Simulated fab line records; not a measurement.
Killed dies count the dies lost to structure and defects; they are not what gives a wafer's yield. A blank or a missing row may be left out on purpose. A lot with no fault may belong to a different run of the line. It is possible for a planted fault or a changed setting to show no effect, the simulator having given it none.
Code-filled problem report in 8D (eight disciplines) form / flow gf180mcu / the parts of the form that need people (team, actions taken, sign-off) are left out

1. THE ISSUE
HV_LDD_CVD_54_THK at GF_HV_LDD_THK_MEAS_55 reads a mean of 7.74 nm on 6 wafers of 2 lots; wafers without a fault read 10.06 nm with a standard deviation of 0.12. That is -19 standard deviations from the usual mean.
First seen on wafer L374.1, day 14 17:45, on film-metro-01. Wafers with a number at this step in the record: 42, from 14 lots. Rule for "out" (also "out of limits"): further than 4 standard deviations from the usual mean. The rest of the wafers with a number are treated as sound.

2. WHAT IT IS; WHAT IT IS NOT
question=which readings at this step | is=HV_LDD_CVD_54_THK | is not=-
question=which lots | is=L374, L377 | is not=L369, L372, L375, L383, L384, L385, L386, L387, L388, L389, L390, L392
question=which wafers of those lots | is=all that have a number | is not=-
question=read on which gauges | is=film-metro-01 | is not=film-metro-02, film-metro-03
question=when | is=from day 14 17:45 | is not=up to then (6 sound wafers); but 30 sound wafers of L375, L383, L384, L385, L386, L387, L388, L389, L390, L392 came after

3. WHAT RULES OUT EACH SUSPECT
Counting: a tool at a process step up to the reading stays a suspect if it ran every lot that is out and no sound lot after the first of them.
- the gauge at GF_HV_LDD_THK_MEAS_55: kept. All the wafers that are out were read on film-metro-01, and no step on other tools shows them out.
- lpcvd-01 at GF_HV_LDD_CVD_54 (deposits SiO2 from TEOS, target thk 10 nm, time 75 s): ruled out as a lasting fault. Following L374 (day 14 16:43), the first lot on it that is out, the sound lots L385, L389, L390 were run on it.
Left after counting: film-metro-01 at GF_HV_LDD_THK_MEAS_55.

4. THE CAUSE (what the simulator had put in)
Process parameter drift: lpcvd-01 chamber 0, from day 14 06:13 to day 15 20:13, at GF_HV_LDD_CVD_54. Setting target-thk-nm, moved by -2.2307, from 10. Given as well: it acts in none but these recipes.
Counting ruled it out, wrongly: the rule takes a fault to strike every lot that its tool runs from its start on, and this one did not.

5. THE EFFECT CHAIN, in route order
Each row: a reading where the mean over the struck wafers with a number is more than 3 standard deviations away from the usual. Readings are gone through only where the record gives a usual standard deviation; hours: the median, over the lots, of the time from a lot's start at the first step in this table giving one to that lot's start at this step; sigmas: the change measured in usual standard deviations.
hours=0; step=GF_HV_LDD_THK_MEAS_55; reading=HV_LDD_CVD_54_THK; usual=10.06 nm; on struck wafers=7.74; change=-2.32; sigmas=-19

6. HOW IT WOULD HAVE BEEN CAUGHT EARLIER
12 hours passed between the start of the fault at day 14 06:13 and the first reading out of limits at a measuring or inspecting step in this record, taken at day 14 17:45.
Tool readings at GF_HV_LDD_CVD_54 with a usual standard deviation given in the record: none out on any struck wafer, hence no alarm at a limit of 4 standard deviations on them.
